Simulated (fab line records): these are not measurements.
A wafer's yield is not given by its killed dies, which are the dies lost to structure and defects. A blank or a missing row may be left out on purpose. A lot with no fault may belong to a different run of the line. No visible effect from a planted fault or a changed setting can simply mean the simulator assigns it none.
Which tool was responsible? + flow sky130 + 42 wafers from 14 lots sampled at 2 of the route's 708 steps

WHAT THE GAUGES READ, wafer by wafer
SKY_VIA3_THK_MEAS_01. Usual: VIA3_HDPCVD_THK 1632 nm, standard deviation 16.
| lot  | measured     | on           | VIA3_HDPCVD_THK (nm) | flag |
|------|--------------|--------------|----------------------|------|
| L262 | day 38 14:41 | filmMetro-02 | 1623 1661 1624       |      |
| L263 | day 39 06:47 | filmMetro-01 | 1628 1637 1629       |      |
| L265 | day 39 20:08 | filmMetro-04 | 1617 1621 1647       |      |
| L264 | day 40 01:13 | filmMetro-02 | 1637 1652 1629       |      |
| L266 | day 40 08:32 | filmMetro-01 | 1633 1615 1627       |      |
| L267 | day 40 11:15 | filmMetro-04 | 1629 1641 1621       |      |
| L269 | day 40 16:28 | filmMetro-01 | 1628 1647 1635       |      |
| L268 | day 40 19:50 | filmMetro-04 | 1644 1635 1650       |      |
| L270 | day 41 07:04 | filmMetro-02 | 1978 1968 1993       | OFF  |
| L271 | day 41 14:02 | filmMetro-04 | 1971 1968 1979       | OFF  |
| L272 | day 42 00:04 | filmMetro-04 | 1970 1941 1977       | OFF  |
| L278 | day 43 09:49 | filmMetro-01 | 1638 1606 1632       |      |
| L281 | day 44 02:42 | filmMetro-02 | 1645 1613 1634       |      |
| L285 | day 45 05:58 | filmMetro-01 | 1599 1616 1607       |      |

EACH LOT AND THE TOOL THAT RAN IT (in order: tool; ch and the chambers of the sampled wafers; start)
| lot  | SKY_VIA3_HDPCVD_00               |
|------|----------------------------------|
| L262 | hdpcvd-01 ch 0,1,2, day 38 14:29 |
| L263 | hdpcvd-02 ch 1,2, day 39 06:37   |
| L265 | hdpcvd-02 ch 0,1, day 39 19:57   |
| L264 | hdpcvd-01 ch 0,2, day 40 01:03   |
| L266 | hdpcvd-01 ch 0,2, day 40 08:22   |
| L267 | hdpcvd-02 ch 1,2, day 40 11:04   |
| L269 | hdpcvd-01 ch 0,2, day 40 16:17   |
| L268 | hdpcvd-01 ch 0,2, day 40 19:39   |
| L270 | hdpcvd-01 ch 0,1,2, day 41 06:56 |
| L271 | hdpcvd-01 ch 1,2, day 41 13:52   |
| L272 | hdpcvd-01 ch 0,1,2, day 41 23:54 |
| L278 | hdpcvd-02 ch 0,2, day 43 09:38   |
| L281 | hdpcvd-02 ch 0,2, day 44 02:32   |
| L285 | hdpcvd-02 ch 0,1,2, day 45 05:50 |
- SKY_VIA3_HDPCVD_00: deposits SiO2, target thk 1635 nm, time 272.5 s.

WHAT THE TOOLS THEMSELVES READ (means of the sampled wafers that have a number; where no wafer has one, the mark that the record gives instead)
SKY_VIA3_HDPCVD_00. Usual: sih4FlowSccm reads 59.99 sccm (standard deviation 0.2).
| lot  | tool      | sih4FlowSccm (sccm) | flag |
|------|-----------|---------------------|------|
| L262 | hdpcvd-01 | 60.07               |      |
| L263 | hdpcvd-02 | 60.01               |      |
| L265 | hdpcvd-02 | 60.06               |      |
| L264 | hdpcvd-01 | 60.01               |      |
| L266 | hdpcvd-01 | 59.96               |      |
| L267 | hdpcvd-02 | 59.98               |      |
| L269 | hdpcvd-01 | 59.99               |      |
| L268 | hdpcvd-01 | 59.93               |      |
| L270 | hdpcvd-01 | 72.06               | OFF  |
| L271 | hdpcvd-01 | 71.84               | OFF  |
| L272 | hdpcvd-01 | 71.95               | OFF  |
| L278 | hdpcvd-02 | 59.87               |      |
| L281 | hdpcvd-02 | 59.99               |      |
| L285 | hdpcvd-02 | 60.03               |      |

THE ANSWER, worked out from the rows above alone
Rule: lot off if the mean of its wafers having a number is beyond 3 standard deviations from the usual mean. Also off: a lot with no number at a reading for which 4 or more lots have one. The other lots that the step has rows for count as sound. Order of review: gauges by route order, followed by the tools' own readings, for which a lot's mean as printed above is used. The first step at which some lot is off is used, and at that step the reading that is off furthest; a lot without a number counts as furthest.
Off: L270, L271, L272, at SKY_VIA3_THK_MEAS_01 (VIA3_HDPCVD_THK).
If a tool, at a process step before that reading, ran all the lots that are off and no sound lot after the first of them, it fits. Not tried: the gauges at SKY_VIA3_THK_MEAS_01; whatever is off there is also off at SKY_VIA3_HDPCVD_00, on other tools, and gauge error can't account for it. One fits: SKY_VIA3_HDPCVD_00 on hdpcvd-01. Its last sound lot is L268 (day 40 19:39), its first lot that is off L270 (day 41 06:56): a fault that began between those two fits.
The tool's own readings at SKY_VIA3_HDPCVD_00 bear it out: on the lots that are off they differ by more than 5 times the standard deviation of the sound lots' means. sih4FlowSccm reads 71.95 sccm there against 59.99 sccm on the sound lots.

WHAT WAS PUT IN BY THE SIMULATOR
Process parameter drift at SKY_VIA3_HDPCVD_00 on hdpcvd-01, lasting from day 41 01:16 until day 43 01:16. A move of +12 in setting sih4FlowSccm, from 60. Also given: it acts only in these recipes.
Struck lots among those shown: L270, L271, L272. The rule given above showed the same thing.
